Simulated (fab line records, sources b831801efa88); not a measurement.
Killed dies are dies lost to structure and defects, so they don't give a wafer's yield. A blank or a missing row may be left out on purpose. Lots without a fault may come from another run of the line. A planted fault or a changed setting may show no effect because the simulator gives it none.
A struck lot beside a sound one | flow gf180mcu | 16 steps out of a route of 602
Sound: wafers L794.3, L794.4, L794.6. Struck: wafer L805.2. (L805.4, L805.5 of the same lot were not struck and are left out.) The cause comes at the end.
At each step with rows: each side's tool, then ch and its chambers, then its first start. Under that, the readings that differ: sound wafers | struck wafers | difference of the means | sigmas: that difference in standard deviations of wafers without a fault.
alike: readings whose means differ by less than 2 such deviations, and words and numbers that are the same on both sides. not compared: withheld readings, readings that some wafer has no value for, bounds like >300 that may hide the same value, and numbers for which the record gives no deviation and whose values overlap.
The two part at a step that has a row with sigmas, a row that says differs or no value, or rows on one side only. Numbers that don't overlap but have no deviation are shown without sigmas and don't part them. A reading that every wafer of one side lacks parts them only if that side has two wafers or more.

first, 1 step without rows for these wafers: GF_TOP_METAL_CLEAN_19 (cleans in DIW).
GF_PASSIVATION_CVD_00: deposits SiO2 from TEOS, target thk 1000 nm, time 111.95 s.
  sound on pecvd-03 ch 0,1,2, day 28 20:52; struck on pecvd-01 ch 0, day 31 23:10
  alike: heater_power_w
GF_PASSIVATION_THK_MEAS_01:
  sound on film_metro-02, day 28 20:58; struck on film_metro-01, day 31 23:15
  alike: PASSIVATION_CVD_00_THK
GF_PASSIVATION_CVD_02: deposits Si3N4, target thk 700 nm, time 486.18 s.
  sound on pecvd-02 ch 0,1,2, day 28 21:01; struck on pecvd-03 ch 2, day 31 23:18
  alike: heater_power_w
GF_PASSIVATION_THK_MEAS_03:
  sound on film_metro-03, day 28 21:19; struck on film_metro-03, day 31 23:36
  reading                     | sound       | struck | difference | sigmas
  PASSIVATION_CVD_02_THK (nm) | 697 702 714 | 682    | -22        | -3
then, 7 steps without rows for these wafers: GF_PASSIVATION_DEHYDRATE_04 (time 60 s); GF_PASSIVATION_HMDS_05 (prime time 60 s); GF_PASSIVATION_COAT_06 (resist thk 4000 nm); GF_PASSIVATION_SOFTBAKE_07; GF_PASSIVATION_EXPOSE_08 (exposes mask Pad, target cd 40000 nm); GF_PASSIVATION_PEB_09; GF_PASSIVATION_DEVELOP_10 (develop time 60 s).
GF_PASSIVATION_ETCH_11: etches the open film in CF4/O2, stops on TiN, target depth 1800 nm, time 390.4 s.
  sound on rie_diel-02 ch 0,1,3, day 29 16:24; struck on rie_diel-03 ch 3, day 32 16:21
  reading                                       | sound             | struck | difference | sigmas
  oes_product_au (a.u.)                         | 0.962 0.984 0.980 | 0.903  | -0.072     | -11
  throttle_valve_pct (%)                        | 5.969 5.968 5.970 | 5.937  | -0.032     | -4
  model.coat_of_PASSIVATION_COAT_06.thk_nm (nm) | 2853 2835 2860    | 3039   | +190       |
  model.etch.depth_nm (nm)                      | 1675 1711 1710    | 1475   | -224       |
  model.PASSIVATION.feature_depth_nm (nm)       | 1675 1711 1710    | 1475   | -224       |
  alike: drypump_motor_current_A
  not compared: rf_hours_counter_h
GF_PASSIVATION_STRIP_12: strips in O2/N2.
  sound on plasma_asher-04 ch 0,1, day 29 16:40; struck on plasma_asher-03 ch 1, day 32 16:35
  reading                      | sound             | struck | difference                   | sigmas
  rf_hours_counter_h (h)       | - - -             | 34     | no value on the sound wafers |
  strip_time_to_endpoint_s (s) | 35.36 35.20 35.44 | 37.53  | +2.20                        | +10
  alike: drypump_motor_current_A, heater_power_w, n2_flow_sccm, oes_product_au
then, 1 step without rows for these wafers: GF_PASSIVATION_ANNEAL_13 (time 1800 s).
GF_PASSIVATION_PROBE_99:
  sound on prober-02, day 29 18:28; struck on prober-02, day 32 18:22
  reading                                 | sound | struck | difference | sigmas
  model.etest.diode_nwell_sub.under_floor | 0 0 0 | 1      | +1         |
  model.etest.met1.open                   | 0 0 0 | 1      | +1         |
  model.etest.pad.open                    | 0 0 0 | 1      | +1         |
  model.etest.via3_chain.open             | 0 0 0 | 1      | +1         |
  model.etest.cap_mim.open                | 0 0 0 | 1      | +1         |
  model.etest.nplus_sal.open              | 0 0 0 | 1      | +1         |
  model.etest.met1_comb.under_floor       | 0 0 0 | 1      | +1         |
  model.etest.nmos_3p3.open               | 0 0 0 | 1      | +1         |

WHERE THEY PART
First at GF_PASSIVATION_THK_MEAS_03; last, within this record, at GF_PASSIVATION_STRIP_12.

WHY: what the simulator had put in
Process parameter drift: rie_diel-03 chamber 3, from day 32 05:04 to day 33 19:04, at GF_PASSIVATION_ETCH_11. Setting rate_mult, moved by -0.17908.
